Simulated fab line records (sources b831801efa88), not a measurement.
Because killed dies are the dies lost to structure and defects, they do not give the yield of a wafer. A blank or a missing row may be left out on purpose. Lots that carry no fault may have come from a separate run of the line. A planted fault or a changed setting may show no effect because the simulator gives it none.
Struck lot and sound lot, side by side / flow gf180mcu / 16 out of 602 route steps
Sound: the wafers L847.1, L847.5, L847.6. Struck: wafer L853.5. (L853.1, L853.4 of the same lot were not struck and are left out.) The cause comes at the end.
At each step with rows: each side's tool, then ch and its chambers, then its first start. Under that, the readings that differ: sound wafers / struck wafers / difference of the means / sigmas: that difference in standard deviations of wafers without a fault.
alike: readings whose means differ by less than 2 such deviations, and words and numbers that are the same on both sides. not compared: withheld readings, readings that some wafer has no value for, bounds like >300 that may hide the same value, and numbers for which the record gives no deviation and whose values overlap.
A row with sigmas, a row that says differs or no value, or rows on one side alone: a step with any of these is where the two part. Numbers that have no deviation but don't overlap get no sigmas and don't part them. A reading missing from all wafers of one side parts the sides only when that side holds two or more wafers.

first, 6 steps without rows for these wafers: GF_M4_HMDS_08 (prime time 60 s); GF_M4_COAT_09 (resist thk 1000 nm); GF_M4_SOFTBAKE_10 (time 60 s); GF_M4_EXPOSE_11 (exposes mask Metal4, target cd 280 nm); GF_M4_PEB_12 (peb time 90 s); GF_M4_DEVELOP_13 (develop time 60 s).
GF_M4_CD_MEAS_14: target cd 280 nm.
  sound on cd-sem-02, day 24 03:15; struck on cd-sem-02, day 26 02:29
  alike: cd-nm
GF_M4_OVL_MEAS_15:
  sound on overlay-01, day 24 03:22; struck on overlay-01, day 26 02:36
  alike: M4_OVL
GF_M4_METAL_ETCH_16: etches the open film in Cl2/BCl3, stops on SiO2, target depth 750.8 nm, time 125.1 s.
  sound on rie-metal-03 ch 0,1, day 24 03:25; struck on rie-metal-01 ch 0, day 26 02:38
reading=bias-w (W); sound=140.3 140.4 140.5; struck=139.5; difference=-0.9; sigmas=-2
reading=rf-fwd-power-W (W); sound=792.6 795.9 792.8; struck=800.8; difference=+7.0; sigmas=+3
  alike: drypump-motor-current-A, oes-product-au, throttle-valve-pct
  not compared: rf-hours-counter-h
GF_M4_STRIP_17: strips in O2/N2.
  sound on plasma-asher-02 ch 0,1, day 24 03:32; struck on plasma-asher-01 ch 1, day 26 02:46
  alike: drypump-motor-current-A, heater-power-w, oes-product-au, strip-time-to-endpoint-s
  not compared: rf-hours-counter-h
then, 2 steps without rows for these wafers: GF_M4_STRIP_18 (strips in post etch residue remover, time 1200 s); GF_M4_CLEAN_19 (cleans in DIW).
GF_V4_CVD_00: deposits SiO2, target thk 600 nm, time 100 s.
  sound on hdpcvd-01 ch 0,1,2, day 24 04:07; struck on hdpcvd-02 ch 0, day 26 03:17
reading=sih4-flow-sccm (sccm); sound=60.06 60.36 60.04; struck=89.97; difference=+29.82; sigmas=+99 or more
reading=model.SiO2_of_V4_CVD_00.thk-nm (nm); sound=603.3 603 596.3; struck=904.2; difference=+303.3; sigmas=
GF_V4_THK_MEAS_01:
  sound on film-metro-02, day 24 04:11; struck on film-metro-03, day 26 03:22
reading=V4_CVD_00_THK (nm); sound=603 603 596; struck=904; difference=+303; sigmas=+49
GF_V4_CVD_02: deposits SiO2 from TEOS, target thk 850 nm, time 94.851 s.
  sound on pecvd-04 ch 1,2, day 24 04:14; struck on pecvd-03 ch 2, day 26 03:26
  alike: heater-power-w, rf-fwd-power-W
following that, these wafers have no rows for 1 step: GF_PASSIVATION_PROBE_99.

== WHERE THEY PART ==
At GF_M4_METAL_ETCH_16 first; at GF_V4_THK_MEAS_01 last (within this record only). Later steps at which nothing parts them and some readings are alike: GF_V4_CVD_02.

WHY: whatever the simulator had introduced
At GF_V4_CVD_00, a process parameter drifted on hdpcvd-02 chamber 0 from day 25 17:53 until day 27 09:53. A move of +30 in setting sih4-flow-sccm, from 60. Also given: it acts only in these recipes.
